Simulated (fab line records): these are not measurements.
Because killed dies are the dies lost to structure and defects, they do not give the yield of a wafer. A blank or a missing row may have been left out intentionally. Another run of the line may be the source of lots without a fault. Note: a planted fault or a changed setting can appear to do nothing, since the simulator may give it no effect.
Matching of chambers -- flow sky130 -- 4 sister chambers for SKY_VIA4_CMP_02 on cmp-02
The step polishes SiO2. 4 wafers are shown with their chamber, then 8 later ones without.

== WAFERS, EACH WITH ITS CHAMBER ==
wafer,chamber,motor current A (A)
L445.6,1,14.3
L454.3,0,11.8
L454.5,3,12.3
L459.4,2,12.3

== WAFERS WITHOUT THEIR CHAMBER ==
wafer,motor current A (A)
L459.5,11.7
L459.6,13.0
L460.2,12.6
L460.4,13.3
L460.6,13.1
L462.3,12.0
L462.5,12.2
L462.6,12.4

== EACH ONE'S CHAMBER ==
wafer,from the rows above,in truth
L459.5,can't be placed: 0 or 2 or 3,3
L459.6,can't be placed: 2 or 3 or 0 or 1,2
L460.2,can't be placed: 2 or 3 or 0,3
L460.4,can't be placed: 1 or 2 or 3 or 0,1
L460.6,can't be placed: 2 or 3 or 1 or 0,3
L462.3,can't be placed: 0 or 2 or 3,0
L462.5,can't be placed: 2 or 3 or 0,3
L462.6,can't be placed: 2 or 3 or 0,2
Correctly placed: 0 of 8. Cannot be placed on the basis of these rows: 8; the candidates contain the true chamber in 8. 0 placed wrongly.
How it was worked out, from the rows above alone: a wafer's distance from a chamber is the root of the sum, over the readings, of the square of ((its reading less the chamber's mean) divided by the reading's scatter). The wafer belongs to the nearest chamber; if the next one is less than 2 further off, it can't be placed. For every chamber, the mean is computed from those of its wafers that are shown. The scatter: root of mean squared gap, hidden wafer to nearest shown wafer, with one shown wafer a chamber.
